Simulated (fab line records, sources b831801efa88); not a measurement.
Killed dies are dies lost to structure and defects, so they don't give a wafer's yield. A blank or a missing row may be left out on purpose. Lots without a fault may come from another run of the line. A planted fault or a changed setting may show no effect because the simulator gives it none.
Which tool did it? | flow sky130 | 14 lots, 42 wafers sampled, at 6 steps of a route of 708

WHAT THE GAUGES READ, wafer by wafer
SKY_FIELD_ISO_THK_MEAS_23.
lot  | measured    | on            | FIELD_ISO_OXIDATION_01_THK (nm)
L624 | day 2 05:04 | film_metro-02 | 9.75 9.75 9.74
L625 | day 3 04:32 | film_metro-01 | 10.00 9.95 10.02
L627 | day 3 05:42 | film_metro-01 | 10.18 10.18 10.28
L629 | day 3 10:33 | film_metro-02 | 10.08 9.82 10.03
L630 | day 3 14:23 | film_metro-01 | 10.37 10.20 10.21
L631 | day 3 21:50 | film_metro-01 | 9.97 9.78 9.83
L632 | day 3 23:11 | film_metro-01 | 9.95 10.12 10.11
L633 | day 4 07:47 | film_metro-01 | 10.01 9.83 9.91
L634 | day 4 07:49 | film_metro-02 | 10.16 9.96 10.08
L635 | day 4 15:23 | film_metro-01 | 9.97 10.04 9.99
L644 | day 6 16:59 | film_metro-01 | 9.82 9.82 9.73
L645 | day 7 02:45 | film_metro-03 | 9.93 9.95 9.67
L646 | day 7 10:59 | film_metro-02 | 9.85 9.94 9.84
L647 | day 7 10:59 | film_metro-01 | 9.58 9.87 9.56

SKY_PWDE_TW_MEAS_10.
lot  | measured    | on            | PWDE_TW
L624 | day 3 22:15 | film_metro-04 | 372.9 371.5 371.8
L625 | day 4 17:58 | film_metro-01 | 377.1 377.6 374.5
L627 | day 4 19:07 | film_metro-01 | 376.4 376.0 376.8
L629 | day 4 21:10 | film_metro-03 | 370.9 372.5 372.7
L630 | day 5 05:35 | film_metro-04 | 371.5 369.9 370.9
L631 | day 5 16:04 | film_metro-01 | 375.2 376.2 376.8
L632 | day 5 19:34 | film_metro-03 | 372.9 375.2 375.8
L633 | day 5 23:36 | film_metro-03 | 373.0 374.1 373.6
L634 | day 6 01:10 | film_metro-01 | 375.2 376.1 375.9
L635 | day 6 08:06 | film_metro-01 | 375.9 375.6 375.5
L644 | day 8 19:21 | film_metro-04 | 369.6 370.1 371.9
L645 | day 9 13:57 | film_metro-03 | 372.0 372.3 370.7
L646 | day 9 23:48 | film_metro-03 | 372.2 374.1 371.8
L647 | day 9 23:49 | film_metro-04 | 373.4 372.4 371.7

SKY_NWELL_OVL_MEAS_10.
lot  | measured     | on         | NWELL_00_OVL (nm)
L624 | day 4 14:10  | overlay-01 | 0.9 1.2 0.9
L625 | day 5 11:13  | overlay-01 | 1.1 0.5 1.5
L627 | day 5 13:04  | overlay-01 | -0.3 -0.3 -0.2
L629 | day 5 15:14  | overlay-01 | 1.3 0.9 -2.1
L630 | day 5 23:56  | overlay-01 | 0.0 0.3 1.6
L631 | day 6 10:43  | overlay-01 | -0.4 -0.3 1.0
L632 | day 6 14:16  | overlay-01 | -1.0 -0.3 -0.7
L633 | day 6 18:16  | overlay-01 | - - -
L634 | day 6 20:20  | overlay-01 | - - -
L635 | day 7 02:46  | overlay-02 | -0.8 -0.1 -1.0
L644 | day 9 17:43  | overlay-02 | 1.8 1.1 0.4
L645 | day 10 12:28 | overlay-01 | -0.1 2.5 0.1
L646 | day 10 22:43 | overlay-01 | 3.3 2.1 2.2
L647 | day 10 23:01 | overlay-01 | 0.4 -0.3 -0.2

SKY_NWELL_TW_MEAS_15.
lot  | measured     | on            | NWELL_TW
L624 | day 4 14:44  | film_metro-01 | 1827 1828 1824
L625 | day 5 11:49  | film_metro-03 | 1818 1807 1815
L627 | day 5 13:39  | film_metro-04 | 1804 1805 1805
L629 | day 5 15:49  | film_metro-04 | 1798 1807 1803
L630 | day 6 00:31  | film_metro-03 | 1817 1829 1832
L631 | day 6 11:17  | film_metro-01 | 1832 1829 1824
L632 | day 6 14:52  | film_metro-04 | 1813 1813 1806
L633 | day 6 18:51  | film_metro-03 | 1779 1784 1792
L634 | day 6 20:55  | film_metro-04 | 1769 1753 1763
L635 | day 7 03:20  | film_metro-04 | 1817 1807 1811
L644 | day 9 18:18  | film_metro-04 | 1811 1808 1811
L645 | day 10 13:02 | film_metro-01 | 1830 1835 1827
L646 | day 10 23:17 | film_metro-03 | 1827 1820 1830
L647 | day 10 23:36 | film_metro-01 | 1822 1821 1826

SKY_NWELL_RS_MEAS_29: measures by four-point-probe.
lot  | measured     | on            | NWELL_RS (ohm/sq)
L624 | day 5 08:25  | film_metro-04 | 622.3 621.0 622.1
L625 | day 6 06:50  | film_metro-01 | 623.5 623.1 623.1
L627 | day 6 08:07  | film_metro-04 | 623.1 624.3 624.4
L629 | day 6 11:03  | film_metro-04 | 624.2 626.1 624.0
L630 | day 6 19:51  | film_metro-03 | 622.5 622.8 624.3
L631 | day 7 05:57  | film_metro-03 | 624.8 623.4 621.8
L632 | day 7 09:14  | film_metro-01 | 624.7 624.4 624.1
L633 | day 7 13:54  | film_metro-04 | 621.1 621.5 620.1
L634 | day 7 15:27  | film_metro-04 | 621.0 622.3 622.8
L635 | day 7 21:28  | film_metro-04 | 621.7 623.0 621.6
L644 | day 10 17:10 | film_metro-04 | 621.3 621.3 620.4
L645 | day 11 13:25 | film_metro-03 | 625.2 625.5 626.5
L646 | day 11 23:43 | film_metro-03 | 623.1 623.5 622.6
L647 | day 12 00:04 | film_metro-04 | 622.5 623.0 623.9

WHICH TOOL RAN EACH LOT (tool, then ch and the chambers of the sampled wafers, then the start)
lot  | SKY_NWELL_DEVELOP_09
L624 | litho_track-01 ch 0, day 4 14:00
L625 | litho_track-03 ch 0, day 5 11:00
L627 | litho_track-04 ch 0, day 5 12:00
L629 | litho_track-03 ch 0, day 5 15:00
L630 | litho_track-03 ch 0, day 5 23:00
L631 | litho_track-01 ch 0, day 6 10:00
L632 | litho_track-03 ch 0, day 6 14:00
L633 | litho_track-03 ch 0, day 6 18:00
L634 | litho_track-03 ch 0, day 6 20:00
L635 | litho_track-01 ch 0, day 7 02:00
L644 | litho_track-04 ch 0, day 9 17:00
L645 | litho_track-01 ch 0, day 10 12:00
L646 | litho_track-01 ch 0, day 10 22:00
L647 | litho_track-03 ch 0, day 10 22:00
- SKY_NWELL_DEVELOP_09: develop time 60 s.

WHAT THE TOOLS THEMSELVES READ (means of the sampled wafers that have a number; where no wafer has one, the mark that the record gives instead)
SKY_NWELL_DEVELOP_09.
lot  | tool           | developer_temp_C (C) | exhaust_pa (Pa)
L624 | litho_track-01 | 22.94                | 45.5
L625 | litho_track-03 | 23.06                | 45.6
L627 | litho_track-04 | 22.93                | 44.4
L629 | litho_track-03 | 22.93                | 45.1
L630 | litho_track-03 | 23.03                | 45.5
L631 | litho_track-01 | 22.94                | 44.6
L632 | litho_track-03 | 22.99                | 44.5
L633 | litho_track-03 | 22.87                | 45.0
L634 | litho_track-03 | 23.19                | 45.1
L635 | litho_track-01 | 23.05                | 45.5
L644 | litho_track-04 | 22.86                | 45.1
L645 | litho_track-01 | 22.89                | 44.2
L646 | litho_track-01 | 23.03                | 45.2
L647 | litho_track-03 | 22.92                | 45.4

THE ANSWER, worked out from the rows above alone
Rule: what is usual is taken from the lots themselves. Put in order of their means at a reading, lots are off if they are a third of the lots or fewer, leave a main group of 4 or more, and stand apart from it by a gap of 3 or more times the standard deviation of the main group's means; of several such gaps the widest counts. A main group whose means are all the same, to the digits that the tables above print for the reading, isn't used. A lot without any number at a reading at which 4 lots or more have one is off too. The other lots that the step has rows for count as sound. The gauges are gone through in route order, then the tools' own readings, and for those a lot's mean is taken as printed above. The first step at which some lot is off is used, and at that step the reading that is off furthest; a lot without a number counts as furthest.
Off: L633, L634, at SKY_NWELL_OVL_MEAS_10 (NWELL_00_OVL). Without a number there: L633, L634. The main group: mean 0.5 nm, standard deviation 0.87.
A tool fits if, at a process step before that reading, it ran every lot that is off, and no sound lot after the first of them. The gauges at SKY_NWELL_OVL_MEAS_10 are tried like those tools. None of those tried fits.

WHAT THE SIMULATOR HAD PUT IN
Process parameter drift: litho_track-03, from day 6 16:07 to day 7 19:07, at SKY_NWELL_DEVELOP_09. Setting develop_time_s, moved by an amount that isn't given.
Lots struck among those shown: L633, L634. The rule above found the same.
